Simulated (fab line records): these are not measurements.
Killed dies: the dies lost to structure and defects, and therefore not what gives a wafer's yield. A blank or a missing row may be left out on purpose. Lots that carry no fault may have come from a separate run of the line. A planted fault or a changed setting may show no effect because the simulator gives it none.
A struck lot beside a sound one :: flow sky130 :: 31 steps out of a route of 708
Sound: the wafers L205.1, L205.3, L205.5. Struck: wafer L202.3 (left out: L202.1, L202.6 of the same lot, which were not struck); the cause appears at the end.
At each step with rows: each side's tool, then ch and its chambers, then its first start. Under that, the readings that differ: sound wafers :: struck wafers :: difference of the means :: sigmas: that difference in standard deviations of wafers without a fault.
alike: readings with means less than 2 such deviations apart, plus words and numbers identical on both sides. not compared: withheld readings, readings lacking a value on some wafer, bounds such as >300 that could conceal the same value, and numbers that have no deviation in the record and whose values overlap.
A row with sigmas, a row that says differs or no value, or rows on one side alone: a step with any of these is where the two part. Non-overlapping numbers with no deviation appear without sigmas and do not part them. A reading that every wafer of one side lacks parts them only if that side has two wafers or more.

SKY_LI_CONTACT_OVL_MEAS_13:
  sound on overlay-02 at day 33 22:40; struck on overlay-02 at day 32 15:16
  alike: LI_CONTACT_OVL
then, 1 step without rows for these wafers: SKY_LI_CONTACT_ETCH_14 (etches BARC in N2/H2, stops on SiO2, time 45.9 s, target depth 60 nm).
SKY_LI_CONTACT_ETCH_15: etches PSG in C4F8/O2/Ar, stops on Si, target depth 600 nm.
  sound on rieDiel-03 ch 0,1,3, day 33 22:44; struck on rieDiel-03 ch 1, day 32 15:20
  alike: oesProductAu
then, 3 steps without rows for these wafers: SKY_LI_CONTACT_STRIP_16 (strips in O2/N2); SKY_LI_CONTACT_CLEAN_17 (cleans in NMP, time 600 s); SKY_LI_CONTACT_PRE_CLEAN_18 (time 5.6 s).
SKY_LI_CONTACT_SPUTTER_19: material Ti, target thk 20 nm, time 106.37 s.
  sound on pvdSputter-01 at day 33 23:07; struck on pvdSputter-01 at day 32 15:43
  alike: throttleValvePct
then, 1 step without rows for these wafers: SKY_LI_CONTACT_SPUTTER_20 (material TiN, target thk 20 nm, time 80 s).
SKY_LI_CONTACT_CVD_21: deposits W, target thk 400 nm, time 120.56 s.
  sound on cvdW-02 ch 0,1, day 33 23:16; struck on cvdW-02 ch 0, day 32 15:52
  alike: heaterPowerW, susceptorTempC
SKY_LI_CONTACT_RS_MEAS_22: measures by four-point-probe.
  sound on filmMetro-01 at day 33 23:23; struck on filmMetro-01 at day 32 15:59
  alike: LI_CONTACT_W_RS
SKY_LI_CONTACT_THK_MEAS_23: measures by xrf.
  sound on filmMetro-01 at day 33 23:31; struck on filmMetro-01 at day 32 16:07
  alike: LI_CONTACT_W_THK
then, 1 step without rows for these wafers: SKY_LI_CONTACT_CMP_24 (polishes, stops on PSG, t overpolish 20 s, target thk 0 nm).
SKY_LOCAL_INTERCONNECT_SPUTTER_00: material TiN, target thk 100 nm, time 83.3 s.
  sound on pvdSputter-03 at day 33 23:52; struck on pvdSputter-04 at day 32 16:53
reading: model.TiN_of_LOCAL_INTERCONNECT_SPUTTER_00.thkNm (nm)
sound: 97.52 98.9 99.65
struck: 88.33
difference: -10.36
sigmas: 
  alike: throttleValvePct
  not compared: susceptorTempC
SKY_LOCAL_INTERCONNECT_RS_MEAS_01: measures by four-point-probe.
  sound on filmMetro-01 at day 33 23:56; struck on filmMetro-01 at day 32 16:58
reading: LOCAL_INTERCONNECT_TIN_RS (ohm/sq)
sound: 14.51 14.33 14.24
struck: 16.15
difference: +1.79
sigmas: +10
SKY_LOCAL_INTERCONNECT_THK_MEAS_02: measures by xrf.
  sound on filmMetro-01 at day 34 00:03; struck on filmMetro-01 at day 32 17:05
reading: LOCAL_INTERCONNECT_TIN_THK (nm)
sound: 95.8 97.6 98.3
struck: 86.9
difference: -10.3
sigmas: -7
then, 8 steps without rows for these wafers: SKY_LOCAL_INTERCONNECT_DEHYDRATE_03 (time 60 s); SKY_LOCAL_INTERCONNECT_HMDS_04 (prime time 60 s); SKY_LOCAL_INTERCONNECT_COAT_05 (resist thk 60 nm); SKY_LOCAL_INTERCONNECT_COAT_06 (resist thk 450 nm); SKY_LOCAL_INTERCONNECT_SOFTBAKE_07 (time 90 s); SKY_LOCAL_INTERCONNECT_EXPOSE_08 (exposes mask LI1M, target cd 170 nm); SKY_LOCAL_INTERCONNECT_PEB_09; SKY_LOCAL_INTERCONNECT_DEVELOP_10 (develop time 60 s).
SKY_LOCAL_INTERCONNECT_CD_MEAS_11: the cd target is 170 nm.
  sound on cdSem-02 at day 35 02:41; struck on cdSem-02 at day 33 20:08
  alike: cdNm
SKY_LOCAL_INTERCONNECT_OVL_MEAS_12:
  sound on overlay-01 at day 35 02:49; struck on overlay-01 at day 33 20:16
  alike: LOCAL_INTERCONNECT_OVL
SKY_LOCAL_INTERCONNECT_ETCH_13: etches BARC in N2/H2, stops on SiO2, time 45.9 s, target depth 60 nm.
  sound on rieMetal-04 ch 1, day 35 02:51; struck on rieMetal-04 ch 0, day 33 20:18
  alike: drypumpMotorCurrentA, oesProductAu, throttleValvePct
  not compared: rfHoursCounterH
SKY_LOCAL_INTERCONNECT_METAL_ETCH_14: etches TiN in Cl2/BCl3, stops on PSG, target depth 110 nm, time 32.43 s.
  sound on rieMetal-04 ch 1, day 35 02:59; struck on rieMetal-04 ch 0, day 33 20:22
reading: oesProductAu (a.u.)
sound: 0.914 0.934 0.923
struck: 0.866
difference: -0.058
sigmas: -7

reading: throttleValvePct (%)
sound: 21.912 21.902 21.904
struck: 21.950
difference: +0.044
sigmas: +4
  alike: bcl3FlowSccm, drypumpMotorCurrentA
  not compared: rfHoursCounterH
SKY_LOCAL_INTERCONNECT_STRIP_15: strips in O2/N2.
  sound on plasmaAsher-03 ch 0,1, day 35 03:05; struck on plasmaAsher-03 ch 1, day 33 20:25
  alike: drypumpMotorCurrentA, oesProductAu, stripTimeToEndpointS
  not compared: rfHoursCounterH
SKY_LOCAL_INTERCONNECT_STRIP_16: strips in post etch residue remover, time 1200 s.
  sound on wetBench-02 ch 3, day 35 03:11; struck on wetBench-04 ch 1, day 33 20:31
reading: model.TiN_of_LOCAL_INTERCONNECT_SPUTTER_00.thkNm (nm)
sound: 97.09 98.47 99.23
struck: 87.9
difference: -10.4
sigmas: 
then, 1 step without rows for these wafers: SKY_LOCAL_INTERCONNECT_CLEAN_17 (cleans in IPA, time 180 s).
-- record jumps: 15 days separate the struck wafers' starts on either side; left off in module LOCAL_INTERCONNECT, taken up again in module PAD_OPEN, whose first shown step is the route's number 708 --
SKY_PAD_OPEN_PROBE_99:
  sound on prober-01 at day 49 09:05; struck on prober-01 at day 48 10:25
reading: killedShort
sound: 49 35 39
struck: 25
difference: -16
sigmas: -2

reading: model.etest.resLi.lineOhmUm
sound: 77.51 76.44 75.43
struck: 86.48
difference: +10.02
sigmas: 

reading: model.etest.resLi.rsOhmSq
sound: 13.13 12.91 12.83
struck: 14.49
difference: +1.53
sigmas: 

reading: model.etest.mconChain.rcOhm
sound: 16.62 16.21 17.34
struck: 17.93
difference: +1.21
sigmas: 
  alike: killed_at_M0_to_M3, killed_at_M4_up, killedAtContacts, killedAtFrontEnd, killedAtOther, killedDies, killedOpen

== WHERE THEY PART ==
First at SKY_LOCAL_INTERCONNECT_RS_MEAS_01; last, within this record, at SKY_PAD_OPEN_PROBE_99.

WHY: what had been put in by the simulator
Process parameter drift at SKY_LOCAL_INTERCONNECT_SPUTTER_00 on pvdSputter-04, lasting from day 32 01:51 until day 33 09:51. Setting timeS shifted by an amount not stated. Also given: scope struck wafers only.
